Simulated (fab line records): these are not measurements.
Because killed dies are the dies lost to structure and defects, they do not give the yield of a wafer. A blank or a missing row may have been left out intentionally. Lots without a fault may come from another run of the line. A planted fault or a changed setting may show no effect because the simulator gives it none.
Struck lot and sound lot, side by side + flow sky130 + 15 out of 708 route steps
Sound: these wafers, L610.1, L610.2, L610.3. Wafers L614.2, L614.3, L614.4 were the ones struck. At the end, the cause is stated.
Order at every step that has rows: each side's tool, ch and its chambers, its first start. Under that, the readings that differ: sound wafers + struck wafers + difference of the means + sigmas: that difference in standard deviations of wafers without a fault.
alike: readings with means less than 2 such deviations apart, plus words and numbers identical on both sides. not compared: withheld readings, readings lacking a value on some wafer, bounds such as >300 that could conceal the same value, and numbers that have no deviation in the record and whose values overlap.
The two part at a step that has a row with sigmas, a row that says differs or no value, or rows on one side only. When numbers do not overlap yet have no deviation, they are printed without sigmas and do not part them. A reading missing from all wafers of one side parts the sides only when that side holds two or more wafers.

first, 5 steps without rows for these wafers: SKY_SONOS_TUNNEL_COAT_02 (resist thk 1140 nm); SKY_SONOS_TUNNEL_SOFTBAKE_03 (time 60 s); SKY_SONOS_TUNNEL_EXPOSE_04 (exposes mask TUNM, target cd 410 nm); SKY_SONOS_TUNNEL_PEB_05; SKY_SONOS_TUNNEL_DEVELOP_06 (develop time 60 s).
SKY_SONOS_TUNNEL_CD_MEAS_07: the cd target is 410 nm.
  sound on cdSem-01 at day 14 16:40; struck on cdSem-02 at day 15 23:05
  alike: cdNm
SKY_SONOS_TUNNEL_OVL_MEAS_08:
  sound on overlay-01 at day 14 16:47; struck on overlay-01 at day 15 23:11
  alike: SONOS_TUNNEL_OVL
then, 3 steps without rows for these wafers: SKY_SONOS_TUNNEL_IMPLANT_09; SKY_SONOS_TUNNEL_WET_ETCH_10 (etches SiO2 in dHF, target depth 14 nm, time 280 s); SKY_SONOS_TUNNEL_STRIP_11 (strips in SPM, time 600 s).
SKY_SONOS_TUNNEL_TW_MEAS_12:
  sound on filmMetro-04 at day 14 17:14; struck on filmMetro-01 at day 15 23:38
  alike: SONOS_TUNNEL_TW
then, 1 step without rows for these wafers: SKY_SONOS_TUNNEL_CLEAN_13 (cleans in dHF, time 20 s).
SKY_SONOS_ONO_OXIDATION_00: stabilise 600 s, purge 300 s, target thk 2.6 nm.
  sound on furnace-01 ch 0, day 14 17:20; struck on furnace-01 ch 0, day 15 23:43
| reading                                         | sound               | struck               | difference | sigmas |
|-------------------------------------------------|---------------------|----------------------|------------|--------|
| spikeTcLowerC (C)                               | 800.4 799.7 802.3   | 805.3 804.0 805.6    | +4.2       | +4     |
| tubeCenterTempC (C)                             | 800.01 799.93 799.9 | 804.53 804.65 804.53 | +4.62      | +69    |
| tube_center_temp_C_max                          | 802.0 801.9 801.8   | 806.5 808.0 806.7    | +5.2       | +15    |
| model.SiO2_of_SONOS_ONO_OXIDATION_00.thkNm (nm) | 2.627 2.656 2.641   | 2.78 2.79 2.809      | +0.15      |        |
  alike: spikeTcTopC
SKY_SONOS_ONO_THK_MEAS_01:
  sound on filmMetro-03 at day 14 18:41; struck on filmMetro-02 at day 16 01:17
| reading                      | sound          | struck         | difference | sigmas |
|------------------------------|----------------|----------------|------------|--------|
| SONOS_ONO_OXIDATION_THK (nm) | 2.61 2.69 2.61 | 2.77 2.70 2.84 | +0.13      | +2     |
  not compared: hold
-- here the record skips 33 days between the struck wafers' starts before and after, leaving off in module SONOS_ONO and picking up in module PAD_OPEN (first step shown: number 708 of the route) --
SKY_PAD_OPEN_PROBE_99:
  sound on prober-01 at day 48 04:34; struck on prober-01 at day 49 05:03
  alike: killed_at_M0_to_M3, killed_at_M4_up, killedAtContacts, killedAtFrontEnd, killedAtOther, killedDies, killedOpen, killedShort
  not compared: model.etest.sonosErased.vtV, model.etest.sonosBaked.vtLessV

## WHERE THEY PART
Last at SKY_SONOS_ONO_THK_MEAS_01 as far as this record goes, first at SKY_SONOS_ONO_OXIDATION_00. Later steps at which nothing parts them and some readings are alike: SKY_PAD_OPEN_PROBE_99.

WHY: what the simulator had put in
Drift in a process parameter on furnace-01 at SKY_SONOS_ONO_OXIDATION_00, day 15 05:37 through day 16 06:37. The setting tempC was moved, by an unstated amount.
